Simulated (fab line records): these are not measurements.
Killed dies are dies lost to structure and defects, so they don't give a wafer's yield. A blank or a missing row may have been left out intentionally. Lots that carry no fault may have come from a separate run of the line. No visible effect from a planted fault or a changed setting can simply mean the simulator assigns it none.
Chamber matching / flow gf180mcu / GF_V5_CMP_26 on cmp-01 has 4 sister chambers
The step polishes, stops on SiO2, t overpolish 15 s, target thk 0 nm. 14 wafers are shown with their chamber, then 7 later ones without.

## WAFERS PAIRED WITH THEIR CHAMBERS
wafer=L451.1; chamber=3; motor-current-A (A)=13.0; time-to-endpoint-s (s)=85; platen-rpm (rpm)=59.93
wafer=L451.3; chamber=1; motor-current-A (A)=9.8; time-to-endpoint-s (s)=82; platen-rpm (rpm)=60.03
wafer=L451.4; chamber=2; motor-current-A (A)=9.5; time-to-endpoint-s (s)=85; platen-rpm (rpm)=59.97
wafer=L457.1; chamber=1; motor-current-A (A)=10.3; time-to-endpoint-s (s)=84; platen-rpm (rpm)=59.97
wafer=L457.4; chamber=2; motor-current-A (A)=8.9; time-to-endpoint-s (s)=89; platen-rpm (rpm)=60.05
wafer=L457.5; chamber=1; motor-current-A (A)=10.2; time-to-endpoint-s (s)=84; platen-rpm (rpm)=60.03
wafer=L467.2; chamber=2; motor-current-A (A)=9.1; time-to-endpoint-s (s)=82; platen-rpm (rpm)=60.01
wafer=L467.3; chamber=0; motor-current-A (A)=10.3; time-to-endpoint-s (s)=87; platen-rpm (rpm)=59.92
wafer=L467.6; chamber=3; motor-current-A (A)=13.5; time-to-endpoint-s (s)=84; platen-rpm (rpm)=59.99
wafer=L468.1; chamber=2; motor-current-A (A)=9.4; time-to-endpoint-s (s)=87; platen-rpm (rpm)=59.92
wafer=L468.4; chamber=0; motor-current-A (A)=10.2; time-to-endpoint-s (s)=87; platen-rpm (rpm)=59.97
wafer=L468.5; chamber=2; motor-current-A (A)=9.7; time-to-endpoint-s (s)=85; platen-rpm (rpm)=59.94
wafer=L469.3; chamber=2; motor-current-A (A)=9.5; time-to-endpoint-s (s)=88; platen-rpm (rpm)=59.96
wafer=L469.4; chamber=1; motor-current-A (A)=10.0; time-to-endpoint-s (s)=82; platen-rpm (rpm)=59.96

SIGNATURES (means of the wafers above)
reading=motor-current-A; chamber 0=10.250; chamber 1=10.075; chamber 2=9.350; chamber 3=13.250; scatter within a chamber=0.267
reading=time-to-endpoint-s; chamber 0=87.00; chamber 1=83.00; chamber 2=86.00; chamber 3=84.50; scatter within a chamber=1.91
reading=platen-rpm; chamber 0=59.9450; chamber 1=59.9975; chamber 2=59.9750; chamber 3=59.9600; scatter within a chamber=0.0432
Rule: for a wafer and a chamber, the distance is found by dividing, reading by reading, the gap between the wafer's reading and the chamber's mean by the reading's scatter, squaring, summing and taking the root. If the next closest chamber is less than 2 further off than the closest, the wafer can't be placed; otherwise it belongs to the closest. The scatter: the root of (the sum of the squares of (reading less its chamber's mean) over the shown wafers, divided by (wafers less chambers)).

## WAFERS WITH NO CHAMBER GIVEN
wafer=L469.6; motor-current-A (A)=9.3; time-to-endpoint-s (s)=82; platen-rpm (rpm)=60.00
wafer=L471.1; motor-current-A (A)=10.4; time-to-endpoint-s (s)=81; platen-rpm (rpm)=60.02
wafer=L471.2; motor-current-A (A)=10.4; time-to-endpoint-s (s)=92; platen-rpm (rpm)=59.99
wafer=L471.3; motor-current-A (A)=9.2; time-to-endpoint-s (s)=86; platen-rpm (rpm)=59.96
wafer=L472.2; motor-current-A (A)=13.7; time-to-endpoint-s (s)=83; platen-rpm (rpm)=60.00
wafer=L472.4; motor-current-A (A)=10.5; time-to-endpoint-s (s)=89; platen-rpm (rpm)=59.99
wafer=L472.5; motor-current-A (A)=8.9; time-to-endpoint-s (s)=81; platen-rpm (rpm)=60.00

## WHICH CHAMBER EACH ONE RAN IN
wafer=L469.6; from the rows above=can't be placed: 2 or 1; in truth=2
wafer=L471.1; from the rows above=can't be placed: 1 or 0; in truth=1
wafer=L471.2; from the rows above=can't be placed: 0 or 1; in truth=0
wafer=L471.3; from the rows above=2; in truth=2
wafer=L472.2; from the rows above=3; in truth=3
wafer=L472.4; from the rows above=can't be placed: 0 or 1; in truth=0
wafer=L472.5; from the rows above=can't be placed: 2 or 1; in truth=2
Correct placement for 2 of the 7. Not placeable from these rows: 5 (in 5, the candidates include the true chamber). Number placed wrongly: 0.
